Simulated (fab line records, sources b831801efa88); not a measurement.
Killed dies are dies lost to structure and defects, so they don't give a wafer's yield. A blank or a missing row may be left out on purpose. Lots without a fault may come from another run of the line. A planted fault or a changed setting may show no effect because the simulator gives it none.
A struck lot beside a sound one | flow sky130 | 35 steps out of a route of 708
Sound: wafers L589.3, L589.4, L589.5. Struck: wafers L582.1, L582.4, L582.5. The cause comes at the end.
At each step with rows: each side's tool, then ch and its chambers, then its first start. Under that, the readings that differ: sound wafers | struck wafers | difference of the means | sigmas: that difference in standard deviations of wafers without a fault.
alike: readings whose means differ by less than 2 such deviations, and words and numbers that are the same on both sides. not compared: withheld readings, readings that some wafer has no value for, bounds like >300 that may hide the same value, and numbers for which the record gives no deviation and whose values overlap.
The two part at a step that has a row with sigmas, a row that says differs or no value, or rows on one side only. Numbers that don't overlap but have no deviation are shown without sigmas and don't part them. A reading that every wafer of one side lacks parts them only if that side has two wafers or more.

first, 10 steps without rows for these wafers: SKY_POLY_CUT_ETCH_10 (etches BARC in N2/H2, stops on SiO2, time 45.9 s, target depth 60 nm); SKY_POLY_CUT_ETCH_11 (etches Si3N4 in CF4/CH2F2/Ar, stops on poly-Si, time 42.5 s, target depth 60 nm); SKY_POLY_CUT_STRIP_12 (strips in O2/N2); SKY_SD_P_DEHYDRATE_00 (time 60 s); SKY_SD_P_HMDS_01 (prime time 60 s); SKY_SD_P_COAT_02 (resist thk 1140 nm); SKY_SD_P_SOFTBAKE_03 (time 60 s); SKY_SD_P_EXPOSE_04 (exposes mask PSDM, target cd 380 nm); SKY_SD_P_PEB_05; SKY_SD_P_DEVELOP_06 (develop time 60 s).
SKY_SD_P_IMPLANT_09:
  sound on implanter-04 ch 0, day 30 05:08; struck on implanter-01 ch 0, day 27 00:18
  reading            | sound             | struck            | difference | sigmas
  beam_on_s (s)      | 12.0 12.2 12.5    | 8.5 8.4 8.7       | -3.7       | -4
  faraday_current_uA | 13579 13374 13094 | 18891 19402 18558 | +5601      | +6
SKY_SD_P_STRIP_10: strips in O2/N2.
  sound on plasma_asher-04 ch 0,1, day 30 05:16; struck on plasma_asher-03 ch 0,1, day 27 00:27
  reading                      | sound             | struck            | difference | sigmas
  drypump_motor_current_A (A)  | 5.3 5.0 5.0       | 6.0 5.9 5.9       | +0.8       | +2
  strip_time_to_endpoint_s (s) | 17.53 17.51 17.47 | 16.96 16.99 16.95 | -0.54      | -13
  alike: oes_product_au
  not compared: rf_hours_counter_h
SKY_SD_P_TW_MEAS_11:
  sound on film_metro-04, day 30 05:21; struck on film_metro-02, day 27 00:47
  reading | sound          | struck         | difference | sigmas
  SD_P_TW | 2864 2863 2847 | 2683 2682 2675 | -178       | -7
  not compared: hold
then, 20 steps without rows for these wafers: SKY_RES_XHIGH_HMDS_01 (prime time 60 s); SKY_RES_XHIGH_COAT_02 (resist thk 1140 nm); SKY_RES_XHIGH_SOFTBAKE_03 (time 60 s); SKY_RES_XHIGH_EXPOSE_04 (exposes mask URPM, target cd 1270 nm); SKY_RES_XHIGH_PEB_05; SKY_RES_XHIGH_DEVELOP_06 (develop time 60 s); SKY_RES_XHIGH_IMPLANT_07; SKY_RES_XHIGH_STRIP_08 (strips in O2/N2); SKY_SD_N_DEHYDRATE_00 (time 60 s); SKY_SD_N_HMDS_01 (prime time 60 s); SKY_SD_N_COAT_02 (resist thk 1140 nm); SKY_SD_N_SOFTBAKE_03 (time 60 s); SKY_SD_N_EXPOSE_04 (exposes mask NSDM, target cd 380 nm); SKY_SD_N_PEB_05; SKY_SD_N_DEVELOP_06 (develop time 60 s); SKY_SD_N_IMPLANT_09; SKY_SD_N_IMPLANT_10; SKY_SD_N_STRIP_11 (strips in O2/N2); SKY_SD_N_CLEAN_13 (cleans in SC1/SC2, time 150 s); SKY_SD_N_RTA_14 (time 2 s).
-- the record jumps here: 2 days lie between the struck wafers' starts before and after --
SKY_SD_N_RS_MEAS_17: measures by four-point-probe.
  sound on film_metro-02, day 32 13:50; struck on film_metro-04, day 29 10:35
  reading          | sound             | struck            | difference | sigmas
  SD_P_RS (ohm/sq) | 146.2 147.0 146.8 | 152.0 151.8 151.6 | +5.1       | +13
  not compared: hold
-- the record jumps here: 18 days lie between the struck wafers' starts before and after (it left off in module SD_N and takes up again in module PAD_OPEN, whose first step shown is number 708 of the route) --
SKY_PAD_OPEN_PROBE_99:
  sound on prober-02, day 49 04:31; struck on prober-02, day 47 01:37
  reading                             | sound             | struck            | difference | sigmas
  model.etest.res_high_po.line_ohm_um | 745.3 747.3 737.2 | 936.5 924.2 927.4 | +186.1     |
  model.etest.licon_high_po.rc_ohm    | 349.4 338.4 348.3 | 532.1 526.2 485.1 | +169.1     |
  model.etest.res_pdiff.line_ohm_um   | 1360 1372 1336    | 1454 1484 1419    | +96        |
  model.etest.pfet_01v8.r_on_ohm_um   | 2831 2885 2873    | 2924 3011 2906    | +84        |
  model.etest.res_high_po.rs_ohm_sq   | 261.2 259.6 262.3 | 328.8 325.1 321.7 | +64.2      |
  model.etest.licon_pdiff.rc_ohm      | 562.5 568.3 610.6 | 651.2 641 631.8   | +60.9      |
  model.etest.res_pdiff_hv.rs_ohm_sq  | 189.5 190.4 192.4 | 203.7 204.3 203.2 | +13.0      |
  model.etest.res_pdiff.rs_ohm_sq     | 196 197.6 198.3   | 209.5 209.8 209.6 | +12.3      |
  alike: killed_at_M0_to_M3, killed_at_M4_up, killed_at_contacts, killed_at_front_end, killed_at_other, killed_dies, killed_open, killed_short

WHERE THEY PART
First at SKY_SD_P_IMPLANT_09; last, within this record, at SKY_SD_N_RS_MEAS_17. Later steps at which nothing parts them and some readings are alike: SKY_PAD_OPEN_PROBE_99.

WHY: what the simulator had put in
Process parameter drift: implanter-01, from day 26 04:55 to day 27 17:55, at SKY_SD_P_IMPLANT_09. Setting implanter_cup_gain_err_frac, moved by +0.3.
